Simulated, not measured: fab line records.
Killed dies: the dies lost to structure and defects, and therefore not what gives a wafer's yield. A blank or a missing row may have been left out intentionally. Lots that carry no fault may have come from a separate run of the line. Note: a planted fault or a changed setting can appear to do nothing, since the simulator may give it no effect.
Which tool did it? | flow gf180mcu | Sampling: 14 lots, 42 wafers, 2 of 602 route steps

WHAT THE GAUGES SHOWED, per wafer
GF_VT_IMPLANT_RS_MEAS_47: measurement is done with a four-point probe. Usual: NWELL_RS typically reads 484.5 ohm/sq, with standard deviation 1.1.
lot  | measured     | on            | NWELL_RS (ohm/sq) | flag
L712 | day 8 07:54  | film-metro-02 | 485.3 485.4 484.4 |
L713 | day 8 17:47  | film-metro-04 | 485.4 484.2 483.6 |
L715 | day 9 07:11  | film-metro-03 | 484.2 483.6 482.6 |
L716 | day 9 13:56  | film-metro-04 | 484.0 483.6 484.4 |
L717 | day 9 19:23  | film-metro-04 | 486.3 486.6 487.5 |
L718 | day 10 03:48 | film-metro-03 | 481.5 482.7 482.5 |
L719 | day 10 10:44 | film-metro-04 | 483.6 483.9 483.5 |
L721 | day 11 01:43 | film-metro-03 | 484.1 484.7 485.6 |
L724 | day 11 20:50 | film-metro-04 | 494.1 493.5 494.3 | OFF
L725 | day 12 03:47 | film-metro-03 | 483.8 485.1 484.9 |
L726 | day 12 14:51 | film-metro-03 | 492.4 493.3 493.6 | OFF
L728 | day 12 23:09 | film-metro-04 | 485.6 486.3 486.6 |
L730 | day 13 14:10 | film-metro-03 | 485.9 484.9 486.2 |
L733 | day 14 09:31 | film-metro-04 | 484.4 482.7 482.2 |

WHICH TOOL RAN EACH LOT (tool, then ch and the chambers of the sampled wafers, then the start)
lot  | GF_NWELL_IMPLANT_09
L712 | implanter-03 ch 0, day 3 10:50
L713 | implanter-03 ch 0, day 3 18:17
L715 | implanter-01 ch 0, day 4 04:57
L716 | implanter-04 ch 0, day 4 10:27
L717 | implanter-01 ch 0, day 4 14:41
L718 | implanter-03 ch 0, day 4 22:13
L719 | implanter-03 ch 0, day 5 02:38
L721 | implanter-04 ch 0, day 5 14:23
L724 | implanter-03 ch 0, day 6 06:06
L725 | implanter-01 ch 0, day 6 11:10
L726 | implanter-03 ch 0, day 6 17:34
L728 | implanter-01 ch 0, day 7 02:04
L730 | implanter-01 ch 0, day 7 15:14
L733 | implanter-01 ch 0, day 8 07:47
- GF_NWELL_IMPLANT_09

AS READ BY THE TOOLS THEMSELVES (means over the sampled wafers that have a number; for cases with no such wafer, the mark the record gives instead)
The record holds no such reading with a usual standard deviation.

THE ANSWER, worked out from the rows above alone
Rule: a lot is off if the mean of its wafers that have a number lies more than 3 standard deviations from the usual mean. A lot without any number at a reading at which 4 lots or more have one is off too. Where the step has rows for the other lots, those lots are counted as sound. The gauges are gone through in route order, then the tools' own readings, and for those a lot's mean is taken as printed above. At the first step where some lot is off, the reading lying furthest off is the one used; lots without a number count as furthest.
Off: L724, L726, at GF_VT_IMPLANT_RS_MEAS_47 (NWELL_RS).
A tool fits if, at a process step before that reading, it ran every lot that is off, and no sound lot after the first of them. The gauges at GF_VT_IMPLANT_RS_MEAS_47 are tried like those tools. One candidate fits, namely implanter-03 at GF_NWELL_IMPLANT_09. A fault onset in the window from L719 (day 5 02:38, its last sound lot) to L724 (day 6 06:06, its first lot off) fits.

WHAT THE SIMULATOR PUT IN
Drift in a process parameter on implanter-03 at GF_NWELL_IMPLANT_09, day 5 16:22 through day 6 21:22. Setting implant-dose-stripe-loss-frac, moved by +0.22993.
Struck lots among those shown: L724, L726. The rule above found the same.
